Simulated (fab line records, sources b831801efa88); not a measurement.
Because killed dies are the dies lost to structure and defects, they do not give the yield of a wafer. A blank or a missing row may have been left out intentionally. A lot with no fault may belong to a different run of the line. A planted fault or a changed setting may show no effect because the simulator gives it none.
fab line records	flow sky130
record: lots: 13	wafers: 39	lastDay: 50
route steps=708 shown SD_P@330 RES_XHIGH@340 LOCAL_INTERCONNECT@389 VIA2@510
lots that met no fault: from a run of the same line without faults
startH: start of the lot's first displayed wafer, in hours after the record's first day	waitH: hours elapsed since this lot's preceding step	" repeats the value in the row above	L1.1+2: a single row standing in for several wafers	- no value, or no start given	* or withheld: withheld	< > ~ a bound
route shown NAME@n: names a module that has steps shown in the file, with the first one's number in the route	usual: mean/standard deviation of fault-free wafers	same: alike in all rows	chamber/n: place in a boat	sites: per-site readings	_std_site: how widely they spread, as a standard deviation	_edge_site: inner sites' mean taken away from outer sites' mean	radiusMm: how far each site lies from the wafer's centre	mask NAME#n: copy n	behind: the tool/chamber that last shaped the wafer	hold: reason for holding the lot/hours on hold/outcome of the hold	device: names the non-switching transistor (n, p or np)	end of line: tests of these same wafers at the route's end	where a step has no rows: the recipe by itself	killed: count of dies lost to structure and defects at first sort (not the wafer's yield)	map: per-die view of a wafer (x killed, . not killed, _ where there is no die)
set.NAME: the setting that was run; set.NAME@STEP: the one run at that earlier step	model.NAME: the simulator's own value behind a step, which no gauge read
a sample of lots followed through the steps of the route, with each step as a table and each wafer as a row
services: when a tool's chamber went out of use (startH, in hours from the record's first day, below 0 if earlier), for how many hours, and the reason
== steps ==
step: SKY_SD_P_STRIP_10
recipe: chemistry: O2/N2	powerW: 1400	pressureMtorr: 1500	platenTempC: withheld	o2FlowSccm: 3000	n2FlowSccm: 300	overashFraction: 0.5
usual: drypumpMotorCurrentA: 5.6/0.34	oesProductAu: 0.618/0.0047	stripTimeToEndpointS: 17.50/0.04
lot.wafer	tool	chamber	startH	waitH	drypumpMotorCurrentA	oesProductAu	rfHoursCounterH	stripTimeToEndpointS
L417.2	plasmaAsher-01	0	581.90	0.1	5.3	0.630	15	17.51
L417.3	"	1	"	"	5.5	0.612	-	17.54
L417.6	"	1	"	"	5.5	0.612	-	17.57
L419.1	plasmaAsher-04	0	600.05	0.1	5.6	0.621	79	17.52
L419.4	"	1	"	"	6.3	0.629	-	17.56
L419.5	"	1	"	"	6.3	0.617	-	17.48
L420.4	plasmaAsher-04	1	615.95	0.1	6.4	0.611	-	17.55
L420.5	"	1	"	"	6.3	0.606	-	17.55
L420.6	"	0	"	"	5.6	0.618	-	17.50
L422.4	plasmaAsher-01	0	630.98	0.1	5.3	0.620	-	17.52
L422.5	"	0	"	"	5.4	0.615	-	17.50
L422.6	"	1	"	"	5.5	0.614	-	17.53
L423.1	plasmaAsher-03	0	633.82	0.1	5.7	0.629	93	17.51
L423.3	"	0	"	"	5.7	0.616	-	17.54
L423.6	"	0	"	"	5.7	0.623	-	17.52
L424.3	plasmaAsher-01	0	642.25	0.1	5.3	0.625	-	17.44
L424.4	"	1	"	"	5.5	0.621	-	17.46
L424.5	"	0	"	"	5.4	0.622	-	17.47
L426.1	plasmaAsher-03	0	663.45	0.1	5.7	0.610	96	17.44
L426.2	"	1	"	"	5.2	0.621	96	17.47
L426.3	"	0	"	"	5.7	0.615	-	17.46
L427.4	plasmaAsher-01	0	672.55	0.1	5.3	0.799	-	-
L427.5	"	0	"	"	5.4	0.798	-	-
L427.6	"	1	"	"	5.5	0.797	-	-
L434.1	plasmaAsher-03	1	732.41	0.1	5.3	0.623	103	17.45
L434.4	"	0	"	"	5.7	0.617	-	17.49
L434.6	"	0	"	"	5.7	0.616	-	17.48
L437.4	plasmaAsher-03	1	752.30	0.1	5.3	0.618	-	17.48
L437.5	"	1	"	"	5.2	0.622	-	17.48
L437.6	"	0	"	"	5.7	0.616	-	17.47
L438.3	plasmaAsher-01	0	754.68	0.1	5.4	0.622	-	17.45
L438.5	"	1	"	"	5.5	0.620	-	17.45
L438.6	"	0	"	"	5.3	0.621	-	17.43
L439.2	plasmaAsher-03	0	763.05	0.1	5.7	0.626	2	17.47
L439.4	"	1	"	"	5.3	0.609	-	17.49
L439.5	"	1	"	"	5.3	0.620	-	17.49
L440.2	plasmaAsher-03	0	766.85	0.1	5.7	0.620	2	17.52
L440.4	"	0	"	"	5.7	0.618	-	17.47
L440.6	"	1	"	"	5.2	0.623	-	17.51
step: SKY_RES_XHIGH_STRIP_08
recipe: chemistry: O2/N2	powerW: 1424	pressureMtorr: 1500	platenTempC: withheld	o2FlowSccm: 3000	n2FlowSccm: 300	overashFraction: 0.5
usual: drypumpMotorCurrentA: 5.6/0.33	oesProductAu: 0.718/0.005	stripTimeToEndpointS: 14.07/0.044
lot.wafer	tool	chamber	startH	waitH	drypumpMotorCurrentA	oesProductAu	rfHoursCounterH	stripTimeToEndpointS
L417.2	plasmaAsher-03	0	610.69	0.1	5.7	0.716	91	14.12
L417.3	"	1	"	"	5.3	0.721	-	14.12
L417.6	"	0	"	"	5.7	0.710	-	14.16
L419.1	plasmaAsher-01	0	629.06	0.1	5.3	0.726	20	14.03
L419.4	"	1	"	"	5.5	0.711	-	14.04
L419.5	"	0	"	"	5.4	0.708	-	14.07
L420.4	plasmaAsher-01	1	644.48	0.1	5.5	0.722	-	14.00
L420.5	"	0	"	"	5.4	0.719	-	13.98
L420.6	"	1	"	"	5.5	0.719	-	14.01
L422.4	plasmaAsher-03	0	658.98	0.1	5.7	0.727	-	14.05
L422.5	"	0	"	"	5.7	0.711	-	14.12
L422.6	"	1	"	"	5.3	0.718	-	14.11
L423.1	plasmaAsher-03	0	662.69	0.1	5.7	0.721	96	14.08
L423.3	"	1	"	"	5.3	0.723	-	14.13
L423.6	"	1	"	"	5.3	0.723	-	14.13
L424.3	plasmaAsher-02	1	670.91	0.1	6.2	0.713	-	13.98
L424.4	"	0	"	"	5.3	0.711	-	14.03
L424.5	"	1	"	"	6.2	0.715	-	14.05
L426.1	plasmaAsher-02	1	691.53	0.1	6.2	0.719	55	13.98
L426.2	"	0	"	"	5.3	0.722	55	14.03
L426.3	"	0	"	"	5.3	0.720	-	14.06
L427.4	plasmaAsher-02	1	700.61	0.1	6.2	0.718	-	15.48
L427.5	"	0	"	"	5.3	0.710	-	15.47
L427.6	"	1	"	"	6.2	0.710	-	15.53
L434.1	plasmaAsher-01	0	759.06	0.1	5.3	0.715	32	14.00
L434.4	"	0	"	"	5.4	0.729	-	13.99
L434.6	"	1	"	"	5.5	0.712	-	14.00
L437.4	plasmaAsher-03	0	779.06	0.1	5.7	0.717	-	14.16
L437.5	"	0	"	"	5.7	0.729	-	14.12
L437.6	"	1	"	"	5.3	0.718	-	14.10
L438.3	plasmaAsher-03	1	781.51	0.1	5.3	0.719	-	14.12
L438.5	"	1	"	"	5.2	0.719	-	14.11
L438.6	"	0	"	"	5.7	0.728	-	14.11
L439.2	plasmaAsher-02	1	789.66	0.1	6.1	0.712	66	14.09
L439.4	"	0	"	"	5.2	0.722	-	14.06
L439.5	"	0	"	"	5.3	0.720	-	14.04
L440.2	plasmaAsher-03	1	793.46	0.1	5.3	0.722	5	14.06
L440.4	"	1	"	"	5.3	0.724	-	14.07
L440.6	"	1	"	"	5.3	0.718	-	14.06
step: SKY_RES_XHIGH_TW_MEAS_09
usual: RES_XHIGH_TW: 1640/8.4
lot.wafer	tool	chamber	startH	waitH	RES_XHIGH_TW
L417.2	filmMetro-03	-	610.80	0.1	1631
L417.3	"	-	"	"	1639
L417.6	"	-	"	"	1625
L419.1	filmMetro-03	-	629.16	0.1	1642
L419.4	"	-	"	"	1635
L419.5	"	-	"	"	1628
L420.4	filmMetro-03	-	644.57	0.1	1639
L420.5	"	-	"	"	1647
L420.6	"	-	"	"	1633
L422.4	filmMetro-01	-	659.07	0.1	1632
L422.5	"	-	"	"	1620
L422.6	"	-	"	"	1629
L423.1	filmMetro-02	-	662.79	0.1	1636
L423.3	"	-	"	"	1643
L423.6	"	-	"	"	1647
L424.3	filmMetro-01	-	671.00	0.1	1623
L424.4	"	-	"	"	1627
L424.5	"	-	"	"	1631
L426.1	filmMetro-02	-	691.63	0.1	1643
L426.2	"	-	"	"	1643
L426.3	"	-	"	"	1659
L427.4	filmMetro-03	-	700.71	0.1	30
L427.5	"	-	"	"	30
L427.6	"	-	"	"	30
L434.1	filmMetro-01	-	759.16	0.1	1631
L434.4	"	-	"	"	1637
L434.6	"	-	"	"	1640
L437.4	filmMetro-01	-	779.18	0.1	1640
L437.5	"	-	"	"	1641
L437.6	"	-	"	"	1642
L438.3	filmMetro-02	-	781.60	0.1	1642
L438.5	"	-	"	"	1632
L438.6	"	-	"	"	1637
L439.2	filmMetro-02	-	789.77	0.1	1653
L439.4	"	-	"	"	1652
L439.5	"	-	"	"	1643
L440.2	filmMetro-02	-	793.63	0.1	1636
L440.4	"	-	"	"	1636
L440.6	"	-	"	"	1649
step: SKY_LOCAL_INTERCONNECT_THK_MEAS_02
recipe: thkMeasGauge: xrf	reads: TiN_of_LOCAL_INTERCONNECT_SPUTTER_00
usual: LOCAL_INTERCONNECT_TIN_THK: 103.0/0.99
lot.wafer	tool	chamber	startH	waitH	LOCAL_INTERCONNECT_TIN_THK[nm]
L417.2	filmMetro-04	-	670.94	0.1	102.2
L417.3	"	-	"	"	103.2
L417.6	"	-	"	"	102.2
L419.1	filmMetro-04	-	689.87	0.1	102.7
L419.4	"	-	"	"	102.3
L419.5	"	-	"	"	102.8
L420.4	filmMetro-01	-	703.08	0.1	104.1
L420.5	"	-	"	"	104.8
L420.6	"	-	"	"	104.9
L422.4	filmMetro-01	-	718.08	0.1	104.2
L422.5	"	-	"	"	104.5
L422.6	"	-	"	"	104.2
L423.1	filmMetro-02	-	721.41	0.1	103.1
L423.3	"	-	"	"	103.7
L423.6	"	-	"	"	103.7
L424.3	filmMetro-01	-	730.48	0.1	103.5
L424.4	"	-	"	"	104.2
L424.5	"	-	"	"	103.4
L426.1	filmMetro-02	-	749.86	0.1	104.7
L426.2	"	-	"	"	104.2
L426.3	"	-	"	"	103.7
L427.4	filmMetro-04	-	758.61	0.1	102.9
L427.5	"	-	"	"	103.5
L427.6	"	-	"	"	103.0
L434.1	filmMetro-04	-	819.91	0.1	103.2
L434.4	"	-	"	"	102.2
L434.6	"	-	"	"	103.0
L437.4	filmMetro-02	-	834.98	0.1	102.4
L437.5	"	-	"	"	102.2
L437.6	"	-	"	"	101.7
L438.3	filmMetro-01	-	836.93	0.1	102.1
L438.5	"	-	"	"	101.9
L438.6	"	-	"	"	103.9
L440.2	filmMetro-04	-	848.96	0.1	100.0
L440.4	"	-	"	"	101.0
L440.6	"	-	"	"	102.4
L439.2	filmMetro-01	-	855.65	0.1	103.0
L439.4	"	-	"	"	103.2
L439.5	"	-	"	"	102.6
step: SKY_VIA2_BOW_MEAS_03
recipe: mode: bow
usual: VIA2_BOW: 88/8.8
lot.wafer	tool	chamber	startH	waitH	VIA2_BOW[um]
L417.2	filmMetro-03	-	813.78	0.3	88
L417.3	"	-	"	"	79
L417.6	"	-	"	"	91
L419.1	filmMetro-04	-	832.48	0.1	80
L419.4	"	-	"	"	84
L419.5	"	-	"	"	81
L420.4	filmMetro-03	-	847.79	0.3	91
L420.5	"	-	"	"	88
L420.6	"	-	"	"	93
L422.4	filmMetro-04	-	858.37	0.2	85
L422.5	"	-	"	"	86
L422.6	"	-	"	"	94
L423.1	filmMetro-04	-	860.71	0.1	92
L423.3	"	-	"	"	87
L423.6	"	-	"	"	86
L424.3	filmMetro-01	-	870.50	0.2	90
L424.4	"	-	"	"	82
L424.5	"	-	"	"	80
L426.1	filmMetro-01	-	888.81	0.2	96
L426.2	"	-	"	"	102
L426.3	"	-	"	"	82
L427.4	filmMetro-03	-	900.81	0.3	96
L427.5	"	-	"	"	102
L427.6	"	-	"	"	95
L434.1	filmMetro-04	-	954.58	0.1	79
L434.4	"	-	"	"	83
L434.6	"	-	"	"	87
L437.4	filmMetro-04	-	968.87	0.2	94
L437.5	"	-	"	"	87
L437.6	"	-	"	"	80
L438.3	filmMetro-04	-	971.51	0.1	85
L438.5	"	-	"	"	75
L438.6	"	-	"	"	86
L440.2	filmMetro-04	-	981.05	0.1	86
L440.4	"	-	"	"	81
L440.6	"	-	"	"	74
L439.2	filmMetro-04	-	987.56	0.1	90
L439.4	"	-	"	"	87
L439.5	"	-	"	"	85
step: SKY_VIA2_STRIP_16
recipe: chemistry: O2/N2	powerW: 1400	pressureMtorr: 1500	platenTempC: withheld	o2FlowSccm: 3000	n2FlowSccm: 300	overashFraction: 0.5
usual: drypumpMotorCurrentA: 5.6/0.33	oesProductAu: 0.398/0.0046	stripTimeToEndpointS: 4.033/0.024
lot.wafer	tool	chamber	startH	waitH	drypumpMotorCurrentA	oesProductAu	rfHoursCounterH	stripTimeToEndpointS
L417.2	plasmaAsher-03	0	839.37	0.0	5.7	0.408	10	4.044
L417.3	"	0	"	"	5.7	0.399	-	4.031
L417.6	"	0	"	"	5.7	0.393	-	4.040
L419.1	plasmaAsher-02	0	858.66	0.0	5.3	0.400	73	4.057
L419.4	"	1	"	"	6.1	0.401	-	4.059
L419.5	"	1	"	"	6.2	0.399	-	4.041
L420.4	plasmaAsher-01	1	873.55	0.1	5.5	0.402	-	4.042
L420.5	"	0	"	"	5.4	0.396	-	4.025
L420.6	"	1	"	"	5.5	0.400	-	4.066
L422.4	plasmaAsher-02	1	884.50	0.1	6.1	0.394	-	4.042
L422.5	"	1	"	"	6.1	0.402	-	4.036
L422.6	"	0	"	"	5.3	0.397	-	4.005
L423.1	plasmaAsher-02	0	886.21	0.0	5.3	0.405	76	3.995
L423.3	"	1	"	"	6.1	0.398	-	4.032
L423.6	"	1	"	"	6.1	0.397	-	4.033
L424.3	plasmaAsher-01	0	896.24	0.1	5.3	0.398	-	3.988
L424.4	"	1	"	"	5.5	0.400	-	3.990
L424.5	"	1	"	"	5.5	0.403	-	4.007
L426.1	plasmaAsher-02	1	914.09	0.0	6.2	0.399	79	4.051
L426.2	"	0	"	"	5.3	0.395	79	4.080
L426.3	"	0	"	"	5.3	0.411	-	4.049
L427.4	plasmaAsher-03	1	926.37	0.0	5.2	0.403	-	4.054
L427.5	"	1	"	"	5.3	0.392	-	4.063
L427.6	"	0	"	"	5.7	0.397	-	4.038
L434.1	plasmaAsher-01	0	978.91	0.0	5.3	0.398	53	4.060
L434.4	"	1	"	"	5.5	0.400	-	4.051
L434.6	"	0	"	"	5.3	0.398	-	4.061
L437.4	plasmaAsher-02	1	993.76	0.1	6.1	0.397	-	4.021
L437.5	"	1	"	"	6.2	0.399	-	4.042
L437.6	"	0	"	"	5.3	0.390	-	4.036
L438.3	plasmaAsher-03	0	995.54	0.1	5.7	0.397	-	4.013
L438.5	"	1	"	"	5.3	0.384	-	4.031
L438.6	"	0	"	"	5.7	0.398	-	4.019
L440.2	plasmaAsher-01	0	1004.89	0.0	5.4	0.396	56	4.055
L440.4	"	0	"	"	5.3	0.401	-	4.056
L440.6	"	1	"	"	5.5	0.397	-	4.038
L439.2	plasmaAsher-02	1	1010.79	0.0	6.2	0.396	89	4.084
L439.4	"	1	"	"	6.1	0.397	-	4.058
L439.5	"	0	"	"	5.2	0.400	-	4.070
== services ==
tool	chamber	startH	hours	kind
plasmaAsher-04	-	622.60	6.4	pm
plasmaAsher-04	-	629.54	2.2	repair
plasmaAsher-02	-	633.60	2.0	repair
plasmaAsher-01	-	662.06	0.8	repair
plasmaAsher-03	-	726.33	2.0	repair
plasmaAsher-04	-	727.83	0.9	repair
plasmaAsher-01	-	728.85	14.0	repair
plasmaAsher-03	-	733.75	9.0	pm
plasmaAsher-03	0	733.75	9.0	ventCycle
plasmaAsher-03	1	733.75	9.0	ventCycle
plasmaAsher-04	-	741.54	3.8	repair
plasmaAsher-03	0	742.75	-	clean
plasmaAsher-03	1	742.75	-	clean
plasmaAsher-04	-	764.80	9.6	repair
plasmaAsher-03	-	765.52	0.5	repair
plasmaAsher-01	-	802.48	11.0	repair
plasmaAsher-01	-	814.02	1.2	repair
plasmaAsher-03	-	857.49	4.1	repair
plasmaAsher-04	-	862.17	14.6	pm
plasmaAsher-03	-	904.30	2.8	pm
plasmaAsher-03	-	949.34	4.0	pm
== key ==
firstSign: step: SKY_SD_P_STRIP_10	reading: oesProductAu	direction: up	sigmas: 38	usual: 0.618	struck: 0.798
effect: step: SKY_RES_XHIGH_STRIP_08	reading: stripTimeToEndpointS	direction: up	sigmas: 32	usual: *	struck: *
effect: step: SKY_RES_XHIGH_TW_MEAS_09	reading: RES_XHIGH_TW	direction: down	sigmas: 99+	usual: 1640	struck: 30
metAt SKY_SD_P_STRIP_10
struckLots L427
sortLeftOut L427.4,L427.5,L427.6
testerLeftOut L427
notActingAt SKY_LOCAL_INTERCONNECT_THK_MEAS_02,SKY_VIA2_BOW_MEAS_03,SKY_VIA2_STRIP_16
onsetBetween 642.25 672.55
fault: kind: stripAborted	tool: plasmaAsher-01	chamber: -	onsetH: 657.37	steps: SKY_SD_P_STRIP_10	offset: 0.38726	endH: 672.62
testerLeftOut: of these lots the tester's yield and bins aren't shown, on N5 and GAA mostly nor the transistor test; their killed dies are dies lost to structure and defects alone, not to doping, threshold or leakage, so they don't give the yield
sortLeftOut: the simulated sort isn't trusted on such a fault, so these wafers' sort isn't shown, and their yield isn't known
